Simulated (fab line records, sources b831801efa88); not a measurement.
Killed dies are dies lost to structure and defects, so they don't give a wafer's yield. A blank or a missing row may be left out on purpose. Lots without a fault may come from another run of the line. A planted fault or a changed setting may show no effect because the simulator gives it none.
Problem report in the 8D (eight disciplines) form, filled by code | flow sky130 | the parts of the form that need people (team, actions taken, sign-off) are left out

1. THE PROBLEM
cathode_dc_power_W at SKY_METAL3_SPUTTER_02 reads a mean of 10181 W on 1 wafer of 1 lot; wafers without a fault read 10600 W with a standard deviation of 2. That is -99 or more standard deviations from the usual mean.
The step: material AlCu, target thk 735 nm, time 39.1 s.
First seen on wafer L241.4, day 38 15:53, on pvd_sputter-01. The record holds 33 wafers of 11 lots with a number at this step. Rule for "out", or "out of limits": more than 4 standard deviations from the usual mean. The other wafers with a number count as sound.

2. WHAT IT IS AND WHAT IT IS NOT
question                    | is                 | is not
which readings at this step | cathode_dc_power_W | throttle_valve_pct
which lots                  | L241               | L236, L237, L238, L239, L249, L252, L254, L255, L256, L257
which wafers of those lots  | L241.4             | L241.2, L241.5
read on which tools         | pvd_sputter-01     | pvd_sputter-03, pvd_sputter-04
when                        | from day 38 15:53  | up to then (14 sound wafers); but 18 sound wafers of L249, L252, L254, L255, L256, L257 came after

3. SUSPECTS, AND WHAT RULES EACH OUT
Counting: a tool at a process step up to the reading stays a suspect if it ran every lot that is out. Sound lots after the first of them don't rule it out here, since some wafers of a struck lot are sound.
- pvd_sputter-01 at SKY_METAL3_SPUTTER_02 (material AlCu, target thk 735 nm, time 39.1 s): kept. It ran the lot that is out, L241 (day 38 15:53); its last sound lot up to then is L239 (day 38 07:10). Its own readings are out on those wafers: cathode_dc_power_W.
Left after counting: pvd_sputter-01 at SKY_METAL3_SPUTTER_02.

4. THE CAUSE (what the simulator had put in)
Process parameter drift: pvd_sputter-01, from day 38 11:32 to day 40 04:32, at SKY_METAL3_SPUTTER_02. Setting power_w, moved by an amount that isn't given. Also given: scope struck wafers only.
Counting left only this tool.

5. THE CHAIN OF EFFECTS, in route order
Each row: a reading whose mean over the struck wafers that have a number lies more than 3 standard deviations from the usual. Only readings for which the record gives a usual standard deviation are gone through. hours: the time from each lot's start at the first step in this table that gives one to its start at this step, as a median over the lots. sigmas: the change in usual standard deviations.
hours | step                     | reading            | usual      | on struck wafers | change | sigmas
0     | SKY_METAL3_SPUTTER_02    | cathode_dc_power_W | 10600 W    | 10181            | -419   | -99 or more
50    | SKY_METAL3_METAL_ETCH_18 | oes_product_au     | 0.864 a.u. | 0.840            | -0.024 | -3.6
The process steps in it:
- SKY_METAL3_SPUTTER_02: material AlCu, target thk 735 nm, time 39.1 s.
- SKY_METAL3_METAL_ETCH_18: etches the open film in Cl2/BCl3, stops on SiO2, target depth 845 nm, time 183.1 s.

6. WHAT WOULD HAVE CAUGHT IT SOONER
In this record the first reading out of limits was taken at day 38 15:53, 4 hours after the fault began at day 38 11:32.
